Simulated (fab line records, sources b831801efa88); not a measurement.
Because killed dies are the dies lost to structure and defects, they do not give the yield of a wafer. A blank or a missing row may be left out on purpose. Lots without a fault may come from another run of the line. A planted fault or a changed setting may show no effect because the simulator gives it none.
Which tool was responsible? | flow gf180mcu | 11 lots with 33 wafers sampled at 6 steps, on a route of 602 steps

WHAT THE GAUGES SHOWED, per wafer
GF_LVPWELL_TW_MEAS_11. Usual: LVPWELL_TW gives 560 (standard deviation 5.6).
lot  | measured    | on            | LVPWELL_TW  | flag
L696 | day 3 21:42 | film-metro-02 | 546 552 548 |
L697 | day 4 02:46 | film-metro-02 | 548 549 549 |
L701 | day 5 01:14 | film-metro-03 | 563 563 568 |
L708 | day 6 23:26 | film-metro-03 | 565 569 568 |
L709 | day 7 03:32 | film-metro-03 | 560 561 563 |
L710 | day 7 12:11 | film-metro-03 | 562 563 563 |
L711 | day 7 13:40 | film-metro-01 | 562 561 561 |
L712 | day 7 19:32 | film-metro-03 | 561 565 563 |
L713 | day 7 22:14 | film-metro-03 | 563 564 562 |
L714 | day 8 01:41 | film-metro-01 | 559 557 558 |
L717 | day 8 23:38 | film-metro-03 | 563 557 559 |

GF_VT_IMPLANT_TW_MEAS_43. Usual: VT_IMPLANT_4_TW gives 688 (standard deviation 4.9).
lot  | measured     | on            | VT_IMPLANT_4_TW | flag
L696 | day 7 08:56  | film-metro-04 | 690 693 690     |
L697 | day 7 14:11  | film-metro-01 | 689 690 694     |
L701 | day 8 21:56  | film-metro-04 | 30 30 30        | OFF
L708 | day 11 07:23 | film-metro-04 | 681 680 681     |
L709 | day 11 08:02 | film-metro-04 | 682 680 682     |
L710 | day 11 22:05 | film-metro-04 | 687 683 683     |
L711 | day 12 01:02 | film-metro-03 | 692 689 691     |
L712 | day 12 06:29 | film-metro-04 | 693 687 685     |
L713 | day 12 10:47 | film-metro-04 | 687 687 686     |
L714 | day 12 12:28 | film-metro-01 | 681 685 684     |
L717 | day 13 16:11 | film-metro-01 | 686 683 687     |

GF_DUAL_GATE_THK_MEAS_03. Usual: DUAL_GATE_OXIDATION_00_THK gives 10.84 nm (standard deviation 0.21).
lot  | measured     | on            | DUAL_GATE_OXIDATION_00_THK (nm) | flag
L696 | day 7 12:05  | film-metro-04 | 11.20 11.13 11.25               |
L697 | day 7 18:19  | film-metro-01 | 10.85 10.76 10.73               |
L708 | day 11 09:42 | film-metro-02 | 11.41 11.26 10.89               |
L709 | day 11 10:22 | film-metro-04 | 11.13 11.03 11.24               |
L710 | day 12 00:25 | film-metro-04 | 11.00 10.88 10.95               |
L711 | day 12 03:21 | film-metro-04 | 10.74 10.80 10.76               |
L712 | day 12 09:26 | film-metro-04 | 11.05 11.09 10.90               |
L713 | day 12 13:30 | film-metro-02 | 10.84 10.68 10.75               |
L714 | day 12 15:13 | film-metro-04 | 10.73 10.73 10.73               |
L717 | day 13 18:31 | film-metro-01 | 10.79 10.61 10.82               |

WHICH TOOL RAN EACH LOT (tool, then ch and the chambers of the sampled wafers, then the start)
lot  | GF_VT_IMPLANT_STRIP_31               | GF_VT_IMPLANT_STRIP_42               | GF_VT_IMPLANT_RTA_45
L696 | plasma-asher-01 ch 0,1, day 6 17:40  | plasma-asher-04 ch 0,1, day 7 08:49  | rtp-anneal-01 ch 0, day 7 09:04
L697 | plasma-asher-02 ch 0,1, day 6 22:50  | plasma-asher-02 ch 0,1, day 7 14:05  | rtp-anneal-01 ch 0, day 7 14:19
L701 | plasma-asher-02 ch 0,1, day 8 05:07  | plasma-asher-04 ch 0,1, day 8 21:50  | rtp-anneal-01 ch 0, day 8 22:03
L708 | plasma-asher-01 ch 0,1, day 10 12:44 | plasma-asher-01 ch 0,1, day 11 07:17 | rtp-anneal-01 ch 0, day 11 07:29
L709 | plasma-asher-02 ch 0, day 10 13:52   | plasma-asher-01 ch 0,1, day 11 07:56 | rtp-anneal-02 ch 0, day 11 08:10
L710 | plasma-asher-01 ch 0,1, day 11 02:55 | plasma-asher-04 ch 0,1, day 11 21:59 | rtp-anneal-02 ch 0, day 11 22:13
L711 | plasma-asher-02 ch 0,1, day 11 05:48 | plasma-asher-01 ch 0,1, day 12 00:57 | rtp-anneal-02 ch 0, day 12 01:10
L712 | plasma-asher-04 ch 0, day 11 11:29   | plasma-asher-04 ch 1, day 12 06:23   | rtp-anneal-02 ch 0, day 12 06:37
L713 | plasma-asher-02 ch 0,1, day 11 15:14 | plasma-asher-01 ch 0,1, day 12 10:41 | rtp-anneal-01 ch 0, day 12 10:53
L714 | plasma-asher-02 ch 0,1, day 11 16:38 | plasma-asher-04 ch 0,1, day 12 12:22 | rtp-anneal-02 ch 0, day 12 12:34
L717 | plasma-asher-01 ch 1, day 12 20:05   | plasma-asher-02 ch 0,1, day 13 16:05 | rtp-anneal-02 ch 0, day 13 16:19
- GF_VT_IMPLANT_STRIP_31: strips in O2/N2.
- GF_VT_IMPLANT_STRIP_42: strips in O2/N2.
- GF_VT_IMPLANT_RTA_45: time 30 s.

AS READ BY THE TOOLS THEMSELVES (means over the sampled wafers that have a number; for cases with no such wafer, the mark the record gives instead)
GF_VT_IMPLANT_STRIP_31. Usual: chamber-pressure-mTorr 1500.0 mTorr, standard deviation 1.2; drypump-motor-current-A 5.8 A, standard deviation 0.41; heater-power-w 320 W, standard deviation 17; n2-flow-sccm 300.2 sccm, standard deviation 0.91; oes-product-au 0.716 a.u., standard deviation 0.0042; strip-time-to-endpoint-s 12.63 s, standard deviation 0.032.
lot  | tool            | chamber-pressure-mTorr (mTorr) | drypump-motor-current-A (A) | heater-power-w (W) | n2-flow-sccm (sccm) | oes-product-au (a.u.) | strip-time-to-endpoint-s (s) | flag
L696 | plasma-asher-01 | 1499.8                         | 5.6                         | 331                | 299.9               | 0.716                 | 12.66                        |
L697 | plasma-asher-02 | 1500.4                         | 6.2                         | 309                | 299.0               | 0.718                 | 12.61                        |
L701 | plasma-asher-02 | 1498.8                         | 6.0                         | 312                | 300.3               | 0.942                 | -                            | OFF
L708 | plasma-asher-01 | 1499.9                         | 5.6                         | 330                | 300.6               | 0.719                 | 12.62                        |
L709 | plasma-asher-02 | 1501.7                         | 5.6                         | 312                | 299.3               | 0.717                 | 12.66                        |
L710 | plasma-asher-01 | 1499.8                         | 5.4                         | 342                | 300.8               | 0.715                 | 12.66                        |
L711 | plasma-asher-02 | 1501.6                         | 6.0                         | 308                | 299.7               | 0.720                 | 12.61                        |
L712 | plasma-asher-04 | 1499.8                         | 5.5                         | 306                | 299.4               | 0.719                 | 12.61                        |
L713 | plasma-asher-02 | 1500.3                         | 6.2                         | 305                | 299.8               | 0.718                 | 12.57                        |
L714 | plasma-asher-02 | 1499.2                         | 6.0                         | 312                | 300.6               | 0.717                 | 12.61                        |
L717 | plasma-asher-01 | 1499.2                         | 5.3                         | 355                | 299.6               | 0.716                 | 12.61                        |

GF_VT_IMPLANT_STRIP_42. Usual: chamber-pressure-mTorr 1499 mTorr, standard deviation 7.1; drypump-motor-current-A 5.6 A, standard deviation 0.35; heater-power-w 319 W, standard deviation 17; n2-flow-sccm 299.9 sccm, standard deviation 0.87; oes-product-au 0.716 a.u., standard deviation 0.0043; strip-time-to-endpoint-s 12.63 s, standard deviation 0.042.
lot  | tool            | chamber-pressure-mTorr (mTorr) | drypump-motor-current-A (A) | heater-power-w (W) | n2-flow-sccm (sccm) | oes-product-au (a.u.) | strip-time-to-endpoint-s (s) | flag
L696 | plasma-asher-04 | 1473                           | 5.4                         | 314                | 299.9               | 0.712                 | 12.61                        | OFF
L697 | plasma-asher-02 | 1500                           | 6.2                         | 306                | 299.7               | 0.715                 | 12.66                        |
L701 | plasma-asher-04 | 1500                           | 5.5                         | 309                | 300.5               | 0.717                 | 18.58                        | OFF
L708 | plasma-asher-01 | 1500                           | 5.6                         | 330                | 300.2               | 0.715                 | 12.65                        |
L709 | plasma-asher-01 | 1500                           | 5.6                         | 330                | 299.3               | 0.719                 | 12.68                        |
L710 | plasma-asher-04 | 1500                           | 5.5                         | 311                | 300.3               | 0.710                 | 12.60                        |
L711 | plasma-asher-01 | 1500                           | 5.4                         | 342                | 299.4               | 0.716                 | 12.60                        |
L712 | plasma-asher-04 | 1501                           | 5.4                         | 313                | 298.8               | 0.721                 | 12.59                        |
L713 | plasma-asher-01 | 1498                           | 5.6                         | 332                | 300.0               | 0.720                 | 12.60                        |
L714 | plasma-asher-04 | 1500                           | 5.5                         | 313                | 300.2               | 0.714                 | 12.65                        |
L717 | plasma-asher-02 | 1502                           | 6.2                         | 313                | 299.9               | 0.715                 | 12.61                        |

GF_VT_IMPLANT_RTA_45. Usual: lamp-power-pct 31.7 %, standard deviation 1.6; wafer_temp_C_max 1056.1, standard deviation 1.4.
lot  | tool          | lamp-power-pct (%) | wafer_temp_C_max | flag
L696 | rtp-anneal-01 | 33.1               | 1055.3           |
L697 | rtp-anneal-01 | 33.1               | 1054.8           |
L701 | rtp-anneal-01 | 33.1               | 1054.9           |
L708 | rtp-anneal-01 | 33.2               | 1055.6           |
L709 | rtp-anneal-02 | 30.0               | 1056.1           |
L710 | rtp-anneal-02 | 30.0               | 1058.0           |
L711 | rtp-anneal-02 | 30.0               | 1057.9           |
L712 | rtp-anneal-02 | 30.0               | 1057.0           |
L713 | rtp-anneal-01 | 33.1               | 1055.1           |
L714 | rtp-anneal-02 | 30.0               | 1056.5           |
L717 | rtp-anneal-02 | 30.0               | 1056.0           |

THE ANSWER, worked out from the rows above alone
Rule: lot off if the mean of its wafers having a number is beyond 3 standard deviations from the usual mean. Also off: a lot with no number at a reading for which 4 or more lots have one. The other lots that the step has rows for count as sound. Order of review: gauges by route order, followed by the tools' own readings, for which a lot's mean as printed above is used. The first step at which some lot is off is used, and at that step the reading that is off furthest; a lot without a number counts as furthest.
Off: at GF_VT_IMPLANT_TW_MEAS_43 (VT_IMPLANT_4_TW), L701.
If a tool, at a process step before that reading, ran all the lots that are off and no sound lot after the first of them, it fits. Not tried: the gauges at GF_VT_IMPLANT_TW_MEAS_43; whatever is off there is also off at GF_VT_IMPLANT_STRIP_31, on other tools, and gauge error can't account for it. Of those tried, none fits.

WHAT THE SIMULATOR PUT IN
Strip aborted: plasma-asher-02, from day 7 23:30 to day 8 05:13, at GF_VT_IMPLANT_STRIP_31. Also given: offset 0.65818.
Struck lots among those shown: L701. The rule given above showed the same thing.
